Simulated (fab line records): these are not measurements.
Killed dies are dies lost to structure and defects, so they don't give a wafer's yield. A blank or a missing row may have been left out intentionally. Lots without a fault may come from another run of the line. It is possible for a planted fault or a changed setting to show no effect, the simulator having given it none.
fab line records	flow sky130
record lots=6	wafers=18	lastDay=49
route steps=708 shown SD_P@322 RES_XHIGH@332 PAD_OPEN@708
lots with no fault: from the same line, run without faults
startH: the number of hours between the record's first day and the start of the first shown wafer of the lot	waitH: hours elapsed since this lot's preceding step	" as in the row above	L1.1+2: a single row standing in for several wafers	- no value, or no start was given	* or withheld: withheld	< > ~ a bound
route shown NAME@n: NAME is a module with steps in the file, n the number in the route of the first one	usual: mean/standard deviation of fault-free wafers	same: alike in all rows	chamber/n: place in a boat	sites: readings site by site	_std_site: the values' standard deviation	_edge_site: inner sites' mean taken away from outer sites' mean	radiusMm: for every site, how far away it sits from the centre of the wafer	mask NAME#n: copy n	behind: the most recent tool/chamber to have shaped the wafer	hold: the reason the lot was held/the length of the hold in hours/how it ended	device: the transistor (n, p or np) that didn't switch	end of line: at the end of the route, the tests of the same wafers	for a step that has no rows: nothing shown but its recipe	killed: the dies lost at the first sort to structure and to defects; this is not the yield of the wafer	map: dies across one wafer; x = killed, . = not, _ = none there
set.NAME: the setting that was run; set.NAME@STEP: the one run at that earlier step	model.NAME: the simulator's own value behind a step, which no gauge read
certain route steps with their lots: each step a table, each wafer a row
services: from which hour (startH, from the record's first day; less than 0 if before it) a tool's chamber was out of use, for how many hours, and why
## steps
# step SKY_SD_P_COAT_02
# recipe resist=NOVOLAK	spinRpm=3000	resistThkNm=1140
# step SKY_SD_P_SOFTBAKE_03
# recipe tempC=90	timeS=60	resist=NOVOLAK
# step SKY_SD_P_EXPOSE_04
# recipe maskId=PSDM	na=0.6	sourceShape=conventional	sigmaOuter=0.6	polarization=unpolarized	targetCdNm=380	doseMj=138
# step SKY_SD_P_PEB_05
# recipe tempC=withheld	timeS=*	resist=NOVOLAK
# step SKY_SD_P_DEVELOP_06
# recipe resist=NOVOLAK	developer=TMAH	developTimeS=60	devTempC=23
# step SKY_SD_P_CD_MEAS_07
# recipe targetCdNm=380
# usual cdNm=379.7/2.6
lot.wafer	tool	chamber	startH	waitH	cdNm
L175.3	cdSem-01	-	654.46	0.1	377.4
L175.4	"	-	"	"	379.3
L175.6	"	-	"	"	375.6
L177.1	cdSem-02	-	666.59	0.1	382.5
L177.4	"	-	"	"	379.6
L177.6	"	-	"	"	378.7
L184.4	cdSem-01	-	720.00	0.1	380.7
L184.5	"	-	"	"	377.9
L184.6	"	-	"	"	378.2
L185.2	cdSem-01	-	729.26	0.1	385.5
L185.3	"	-	"	"	383.2
L185.4	"	-	"	"	384.4
L186.2	cdSem-01	-	734.91	0.1	378.1
L186.5	"	-	"	"	380.6
L186.6	"	-	"	"	378.4
L187.2	cdSem-02	-	746.06	0.1	379.5
L187.4	"	-	"	"	379.3
L187.5	"	-	"	"	379.5
# step SKY_SD_P_OVL_MEAS_08
# usual SD_P_OVL=0.0/1.5
lot.wafer	tool	chamber	startH	waitH	SD_P_OVL[nm]
L175.3	overlay-01	-	654.55	0.1	-1.2
L175.4	"	-	"	"	-1.3
L175.6	"	-	"	"	1.7
L177.1	overlay-02	-	666.71	0.1	-3.2
L177.4	"	-	"	"	0.1
L177.6	"	-	"	"	-3.4
L184.4	overlay-01	-	720.08	0.1	0.0
L184.5	"	-	"	"	0.7
L184.6	"	-	"	"	1.3
L185.2	overlay-01	-	729.37	0.1	2.6
L185.3	"	-	"	"	2.2
L185.4	"	-	"	"	1.4
L186.2	overlay-01	-	735.02	0.1	2.6
L186.5	"	-	"	"	2.0
L186.6	"	-	"	"	2.5
L187.2	overlay-01	-	746.17	0.1	-1.4
L187.4	"	-	"	"	0.0
L187.5	"	-	"	"	-0.2
# step SKY_SD_P_IMPLANT_09
# recipe species=BF2	energyKev=20	doseCm2=3e+15	tiltDeg=0
# step SKY_SD_P_STRIP_10
# recipe chemistry=O2/N2	powerW=1400	pressureMtorr=1500	platenTempC=withheld	o2FlowSccm=3000	n2FlowSccm=300	overashFraction=0.5
# usual chamberPressureMTorr=1500.0/1.4	drypumpMotorCurrentA=5.7/0.46	oesProductAu=0.617/0.0045	stripTimeToEndpointS=17.50/0.035
lot.wafer	tool	chamber	startH	waitH	chamberPressureMTorr	drypumpMotorCurrentA	oesProductAu	rfHoursCounterH	stripTimeToEndpointS
L175.3	plasmaAsher-01	1	654.76	0.1	1497.4	6.1	0.618	-	17.45
L175.4	"	0	"	"	1501.0	6.5	0.615	-	17.50
L175.6	"	0	"	"	1498.8	6.6	0.607	-	17.46
L177.1	plasmaAsher-04	1	666.90	0.1	1502.0	5.8	0.617	56	17.47
L177.4	"	1	"	"	1500.9	5.8	0.614	-	17.48
L177.6	"	0	"	"	1499.7	5.4	0.613	-	17.52
L184.4	plasmaAsher-04	0	720.28	0.1	1502.4	5.4	0.613	-	17.47
L184.5	"	1	"	"	1499.0	5.8	0.617	-	17.45
L184.6	"	0	"	"	1499.2	5.4	0.621	-	17.38
L185.2	plasmaAsher-04	0	729.55	0.1	1500.1	5.4	0.616	62	17.42
L185.3	"	0	"	"	1501.3	5.4	0.626	-	17.49
L185.4	"	1	"	"	1500.3	5.8	0.617	-	17.49
L186.2	plasmaAsher-04	0	735.20	0.1	1500.5	5.4	0.617	63	17.53
L186.5	"	0	"	"	1502.7	5.4	0.614	-	17.47
L186.6	"	1	"	"	1500.9	5.8	0.616	-	17.45
L187.2	plasmaAsher-04	0	746.35	0.1	1500.8	5.4	0.614	64	17.48
L187.4	"	0	"	"	1499.7	5.4	0.622	-	17.50
L187.5	"	0	"	"	1499.8	5.4	0.617	-	17.44
# step SKY_SD_P_TW_MEAS_11
# usual SD_P_TW=2844/13
lot.wafer	tool	chamber	startH	waitH	SD_P_TW
L175.3	filmMetro-01	-	654.85	0.1	2853
L175.4	"	-	"	"	2833
L175.6	"	-	"	"	2844
L177.1	filmMetro-01	-	667.00	0.1	2856
L177.4	"	-	"	"	2860
L177.6	"	-	"	"	2857
L184.4	filmMetro-02	-	720.38	0.1	2843
L184.5	"	-	"	"	2833
L184.6	"	-	"	"	2825
L185.2	filmMetro-02	-	729.66	0.1	2834
L185.3	"	-	"	"	2845
L185.4	"	-	"	"	2810
L186.2	filmMetro-02	-	735.31	0.1	2849
L186.5	"	-	"	"	2838
L186.6	"	-	"	"	2848
L187.2	filmMetro-01	-	746.46	0.1	2875
L187.4	"	-	"	"	2865
L187.5	"	-	"	"	2861
# step SKY_RES_XHIGH_DEHYDRATE_00
# recipe tempC=200	timeS=60
# step SKY_RES_XHIGH_HMDS_01
# recipe primeTimeS=60	primeTempC=120
# step SKY_RES_XHIGH_COAT_02
# recipe resist=NOVOLAK	spinRpm=3000	resistThkNm=1140
# usual spinSpeedRpm=3000.5/1.9
lot.wafer	tool	chamber	startH	waitH	spinSpeedRpm	model.NOVOLAK_of_RES_XHIGH_COAT_02.thkNm
L175.3	lithoTrack-02	0	668.27	0.1	3061.3	1128
L175.4	"	0	"	"	3062.1	1132
L175.6	"	0	"	"	3064.5	1130
L177.1	lithoTrack-02	0	680.97	0.1	3068.3	1126
L177.4	"	0	"	"	3063.5	1129
L177.6	"	0	"	"	3067.0	1128
L184.4	lithoTrack-03	0	734.07	0.1	3004.7	1138
L184.5	"	0	"	"	2999.0	1136
L184.6	"	0	"	"	2998.2	1141
L185.2	lithoTrack-02	0	743.05	0.1	3003.7	1142
L185.3	"	0	"	"	2997.4	1140
L185.4	"	0	"	"	3003.0	1136
L186.2	lithoTrack-04	0	748.87	0.1	3001.3	1142
L186.5	"	0	"	"	3001.2	1143
L186.6	"	0	"	"	3001.3	1148
L187.2	lithoTrack-04	0	759.22	0.1	2998.5	1143
L187.4	"	0	"	"	2996.6	1141
L187.5	"	0	"	"	2999.1	1140
# step SKY_RES_XHIGH_SOFTBAKE_03
# recipe tempC=90	timeS=60	resist=NOVOLAK
# step SKY_RES_XHIGH_EXPOSE_04
# recipe maskId=URPM	na=0.6	sourceShape=conventional	sigmaOuter=0.6	polarization=unpolarized	targetCdNm=1270	doseMj=140
# step SKY_RES_XHIGH_PEB_05
# recipe tempC=withheld	timeS=*	resist=NOVOLAK
# step SKY_RES_XHIGH_DEVELOP_06
# recipe resist=NOVOLAK	developer=TMAH	developTimeS=60	devTempC=23
# usual developerTempC=22.99/0.11
lot.wafer	tool	chamber	startH	waitH	developerTempC	model.NOVOLAK_of_RES_XHIGH_COAT_02.thkNm
L175.3	lithoTrack-03	0	682.69	0.1	23.09	1128
L175.4	"	0	"	"	23.15	1132
L175.6	"	0	"	"	22.98	1129
L177.1	lithoTrack-03	0	694.49	0.1	23.14	1125
L177.4	"	0	"	"	23.14	1129
L177.6	"	0	"	"	23.07	1128
L184.4	lithoTrack-04	0	747.82	0.1	22.94	1137
L184.5	"	0	"	"	22.96	1136
L184.6	"	0	"	"	23.02	1140
L185.2	lithoTrack-04	0	756.92	0.1	23.06	1142
L185.3	"	0	"	"	23.05	1139
L185.4	"	0	"	"	22.92	1135
L186.2	lithoTrack-03	0	762.37	0.1	23.11	1141
L186.5	"	0	"	"	23.10	1143
L186.6	"	0	"	"	23.19	1147
L187.2	lithoTrack-04	0	772.77	0.1	23.12	1142
L187.4	"	0	"	"	23.01	1140
L187.5	"	0	"	"	22.91	1140
# step SKY_RES_XHIGH_IMPLANT_07
# recipe species=BF2	energyKev=20	doseCm2=3.6e+14	tiltDeg=0
# step SKY_RES_XHIGH_STRIP_08
# recipe chemistry=O2/N2	powerW=1400	pressureMtorr=1500	platenTempC=withheld	o2FlowSccm=3000	n2FlowSccm=300	overashFraction=0.5
# usual chamberPressureMTorr=1500.0/1.4	drypumpMotorCurrentA=5.8/0.36	oesProductAu=0.711/0.0044	stripTimeToEndpointS=14.28/0.039
lot.wafer	tool	chamber	startH	waitH	chamberPressureMTorr	drypumpMotorCurrentA	oesProductAu	rfHoursCounterH	stripTimeToEndpointS
L175.3	plasmaAsher-04	0	682.97	0.1	1500.5	5.4	0.708	-	14.11
L175.4	"	1	"	"	1499.9	5.8	0.715	-	14.19
L175.6	"	0	"	"	1497.4	5.4	0.710	-	14.14
L177.1	plasmaAsher-01	0	694.79	0.1	1501.0	6.5	0.713	91	14.11
L177.4	"	0	"	"	1502.8	6.6	0.711	-	14.15
L177.6	"	1	"	"	1500.3	6.2	0.708	-	14.14
L184.4	plasmaAsher-04	1	748.08	0.1	1502.7	5.8	0.715	-	14.25
L184.5	"	0	"	"	1499.7	5.4	0.712	-	14.22
L184.6	"	1	"	"	1500.1	5.8	0.708	-	14.27
L185.2	plasmaAsher-04	1	757.20	0.1	1500.1	5.8	0.708	66	14.30
L185.3	"	0	"	"	1497.7	5.4	0.712	-	14.26
L185.4	"	1	"	"	1502.0	5.8	0.717	-	14.23
L186.2	plasmaAsher-04	0	762.64	0.1	1498.6	5.4	0.708	66	14.29
L186.5	"	1	"	"	1501.1	5.8	0.711	-	14.30
L186.6	"	0	"	"	1498.8	5.4	0.711	-	14.36
L187.2	plasmaAsher-02	0	773.05	0.1	1498.5	6.1	0.724	32	14.30
L187.4	"	1	"	"	1497.3	5.7	0.706	-	14.29
L187.5	"	0	"	"	1500.8	6.1	0.717	-	14.25
# step SKY_RES_XHIGH_TW_MEAS_09
# usual RES_XHIGH_TW=1650/7.8
lot.wafer	tool	chamber	startH	waitH	RES_XHIGH_TW
L175.3	filmMetro-01	-	683.06	0.1	1645
L175.4	"	-	"	"	1647
L175.6	"	-	"	"	1655
L177.1	filmMetro-01	-	694.89	0.1	1650
L177.4	"	-	"	"	1652
L177.6	"	-	"	"	1657
L184.4	filmMetro-02	-	748.18	0.1	1654
L184.5	"	-	"	"	1655
L184.6	"	-	"	"	1651
L185.2	filmMetro-01	-	757.31	0.1	1660
L185.3	"	-	"	"	1658
L185.4	"	-	"	"	1661
L186.2	filmMetro-02	-	762.75	0.1	1652
L186.5	"	-	"	"	1646
L186.6	"	-	"	"	1640
L187.2	filmMetro-02	-	773.16	0.1	1639
L187.4	"	-	"	"	1637
L187.5	"	-	"	"	1637
# step SKY_PAD_OPEN_PROBE_99
# usual killed_at_M0_to_M3=43/6.5	killed_at_M4_up=3.2/1.8	killedAtContacts=24/5.2	killedAtFrontEnd=15/4	killedAtOther=0.4/0.69	killedDies=86/8.7	killedOnRim=17/3.7	killedOpen=47/7	killedShort=39/5.7
# same grossDies=492	killedAtBackSide=0
lot.wafer	tool	chamber	startH	waitH	killed_at_M0_to_M3	killed_at_M4_up	killedAtContacts	killedAtFrontEnd	killedAtOther	killedDies	killedOnRim	killedOpen	killedShort
L175.3	prober-01	-	1123.82	0.2	52	4	20	10	0	86	16	43	43
L175.4	prober-01	-	1123.87	0.2	49	2	24	13	1	89	17	54	35
L175.6	prober-01	-	1123.97	0.2	39	5	20	11	0	75	17	38	37
L177.1	prober-01	-	1130.43	0.1	63	7	19	14	0	103	20	59	44
L177.4	prober-01	-	1130.58	0.2	43	3	23	17	0	86	19	48	38
L177.6	prober-01	-	1130.68	0.2	47	2	27	13	1	90	19	49	41
L184.4	prober-02	-	1167.36	0.2	46	5	23	13	0	87	15	49	38
L184.5	prober-02	-	1167.41	0.2	38	2	21	11	1	73	17	38	35
L184.6	prober-02	-	1167.46	0.2	55	1	15	12	0	83	18	48	35
L185.2	prober-01	-	1174.01	0.1	37	8	14	9	0	68	13	28	40
L185.3	prober-01	-	1174.06	0.2	47	2	26	13	0	88	18	52	35
L185.4	prober-01	-	1174.11	0.2	38	1	19	18	0	76	15	47	29
L186.2	prober-02	-	1174.62	0.1	43	6	20	17	0	86	16	42	44
L186.5	prober-02	-	1174.77	0.2	53	5	23	16	0	97	19	59	38
L186.6	prober-02	-	1174.82	0.2	43	2	22	14	0	81	17	46	35
L187.2	prober-01	-	1182.37	0.1	40	4	24	23	0	91	17	48	43
L187.4	prober-01	-	1182.47	0.2	31	2	32	22	0	87	27	43	44
L187.5	prober-01	-	1182.52	0.2	35	0	36	8	0	79	20	49	30
# killed by level:class
L175.3 VIA3:geometricParticle:open=12 CONTACT:geometricParticle:open=9 VIA1:geometricParticle:short=9 VIA1:geometricParticle:open=6 METAL1:geometricParticle:short=5 VIA3:geometricParticle:short=4 LOCAL_INTERCONNECT:geometricParticle:short=4 METAL2:geometricParticle:short=4
L175.4 CONTACT:geometricParticle:open=15 VIA2:geometricParticle:open=11 METAL1:geometricParticle:short=9 VIA1:geometricParticle:open=8 VIA3:geometricParticle:open=7 METAL2:geometricParticle:short=5 LI_CONTACT:geometricParticle:open=4 POLY_GATE:geometricParticle:open=3
L175.6 VIA1:geometricParticle:open=11 CONTACT:geometricParticle:open=7 VIA2:geometricParticle:open=7 FIELD_ISO:geometricParticle:short=4 POLY_GATE:geometricParticle:open=4 CONTACT:geometricParticle:short=4 METAL3:geometricParticle:short=4 VIA3:geometricParticle:short=4
L177.1 VIA1:geometricParticle:open=19 VIA2:geometricParticle:open=10 VIA3:geometricParticle:open=6 VIA1:geometricParticle:short=6 METAL2:geometricParticle:short=6 FIELD_ISO:geometricParticle:open=4 POLY_GATE:geometricParticle:short=4 METAL4:geometricParticle:short=4
L177.4 VIA2:geometricParticle:open=9 CONTACT:geometricParticle:open=8 VIA1:geometricParticle:short=7 VIA1:geometricParticle:open=7 VIA3:geometricParticle:open=6 LI_CONTACT:geometricParticle:open=5 FIELD_ISO:geometricParticle:open=4 POLY_GATE:geometricParticle:open=4
L177.6 LI_CONTACT:geometricParticle:open=12 VIA1:geometricParticle:open=9 VIA3:geometricParticle:open=8 VIA1:geometricParticle:short=7 METAL2:geometricParticle:short=6 CONTACT:geometricParticle:short=6 CONTACT:geometricParticle:open=6 FIELD_ISO:geometricParticle:short=5
L184.4 METAL2:geometricParticle:short=9 VIA2:geometricParticle:open=8 LI_CONTACT:geometricParticle:open=7 VIA1:geometricParticle:open=7 CONTACT:geometricParticle:open=7 VIA2:geometricParticle:short=6 CONTACT:geometricParticle:short=5 FIELD_ISO:geometricParticle:open=4
L184.5 VIA1:geometricParticle:open=9 VIA2:geometricParticle:open=6 LI_CONTACT:geometricParticle:open=5 CONTACT:geometricParticle:short=5 METAL1:geometricParticle:short=5 LI_CONTACT:geometricParticle:short=4 CONTACT:geometricParticle:open=4 METAL2:geometricParticle:short=4
L184.6 VIA1:geometricParticle:open=12 METAL1:geometricParticle:short=9 VIA3:geometricParticle:open=9 VIA2:geometricParticle:open=9 METAL2:geometricParticle:short=4 LI_CONTACT:geometricParticle:open=4 LOCAL_INTERCONNECT:geometricParticle:short=4 CONTACT:geometricParticle:open=4
L185.2 VIA1:geometricParticle:open=8 VIA1:geometricParticle:short=7 METAL4:geometricParticle:short=7 METAL1:geometricParticle:short=6 CONTACT:geometricParticle:short=5 VIA3:geometricParticle:open=5 FIELD_ISO:geometricParticle:short=4 CONTACT:geometricParticle:open=4
L185.3 VIA1:geometricParticle:open=12 VIA3:geometricParticle:open=10 CONTACT:geometricParticle:open=9 CONTACT:geometricParticle:short=8 LI_CONTACT:geometricParticle:open=7 METAL2:geometricParticle:short=7 FIELD_ISO:geometricParticle:short=4 METAL1:geometricParticle:short=4
L185.4 VIA1:geometricParticle:open=10 FIELD_ISO:geometricParticle:open=7 POLY_GATE:geometricParticle:open=7 CONTACT:geometricParticle:open=7 VIA1:geometricParticle:short=5 METAL2:geometricParticle:short=5 VIA2:geometricParticle:open=5 LI_CONTACT:geometricParticle:open=4
L186.2 VIA2:geometricParticle:open=12 POLY_GATE:geometricParticle:open=7 METAL1:geometricParticle:short=7 CONTACT:geometricParticle:open=6 LI_CONTACT:geometricParticle:short=5 VIA1:geometricParticle:short=5 VIA3:geometricParticle:short=5 FIELD_ISO:geometricParticle:short=4
L186.5 VIA1:geometricParticle:open=12 VIA2:geometricParticle:open=12 CONTACT:geometricParticle:open=9 VIA3:geometricParticle:open=7 VIA1:geometricParticle:short=7 METAL2:geometricParticle:short=6 POLY_GATE:geometricParticle:open=5 POLY_GATE:geometricParticle:short=5
L186.6 VIA1:geometricParticle:open=11 CONTACT:geometricParticle:open=8 LI_CONTACT:geometricParticle:open=6 VIA3:geometricParticle:open=6 VIA2:geometricParticle:open=6 METAL1:geometricParticle:short=5 FIELD_ISO:geometricParticle:short=4 LI_CONTACT:geometricParticle:short=4
L187.2 VIA1:geometricParticle:open=13 LI_CONTACT:geometricParticle:open=8 FIELD_ISO:geometricParticle:short=6 FIELD_ISO:geometricParticle:open=6 CONTACT:geometricParticle:open=6 VIA1:geometricParticle:short=6 POLY_GATE:geometricParticle:short=5 POLY_GATE:geometricParticle:open=5
L187.4 LI_CONTACT:geometricParticle:open=9 CONTACT:geometricParticle:open=9 FIELD_ISO:geometricParticle:short=8 METAL1:geometricParticle:short=6 VIA2:geometricParticle:open=6 LI_CONTACT:geometricParticle:short=5 LOCAL_INTERCONNECT:geometricParticle:short=5 VIA1:geometricParticle:short=5
L187.5 CONTACT:geometricParticle:open=15 CONTACT:geometricParticle:short=8 VIA2:geometricParticle:open=8 VIA3:geometricParticle:open=7 VIA1:geometricParticle:open=5 LI_CONTACT:geometricParticle:short=4 LI_CONTACT:geometricParticle:open=4 LOCAL_INTERCONNECT:geometricParticle:short=4
## services
tool	chamber	startH	hours	kind
plasmaAsher-01	-	637.79	3.7	repair
plasmaAsher-04	-	707.04	2.8	pm
plasmaAsher-01	-	746.89	2.4	repair
plasmaAsher-02	-	758.22	2.8	pm
lithoTrack-02	-	772.45	-	consumableReplace:filter
## key
firstSign step=SKY_RES_XHIGH_COAT_02	reading=spinSpeedRpm	direction=up	sigmas=34	usual=3000.5	struck=3064.5
effect step=SKY_RES_XHIGH_STRIP_08	reading=stripTimeToEndpointS	direction=down	sigmas=3.5	usual=*	struck=*
modelEffect step=SKY_RES_XHIGH_COAT_02	value=NOVOLAK_of_RES_XHIGH_COAT_02.thkNm	without=1141	struck=1129
modelEffect step=SKY_RES_XHIGH_DEVELOP_06	value=NOVOLAK_of_RES_XHIGH_COAT_02.thkNm	without=1141	struck=1129
metAt SKY_RES_XHIGH_COAT_02
struckWafers L175.3,L175.4,L175.6,L177.1,L177.4,L177.6
testerLeftOut L175,L177
fault kind=processParameterDrift	tool=lithoTrack-02	chamber=-	onsetH=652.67	steps=SKY_RES_XHIGH_COAT_02	channel=spinRpm	offset=65.132	shape=step	endH=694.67	actsIn=theseRecipesOnly	stated=3000
# testerLeftOut: of these lots the tester's yield and bins aren't shown, on N5 and GAA mostly nor the transistor test; their killed dies are dies lost to structure and defects alone, not to doping, threshold or leakage, so they don't give the yield
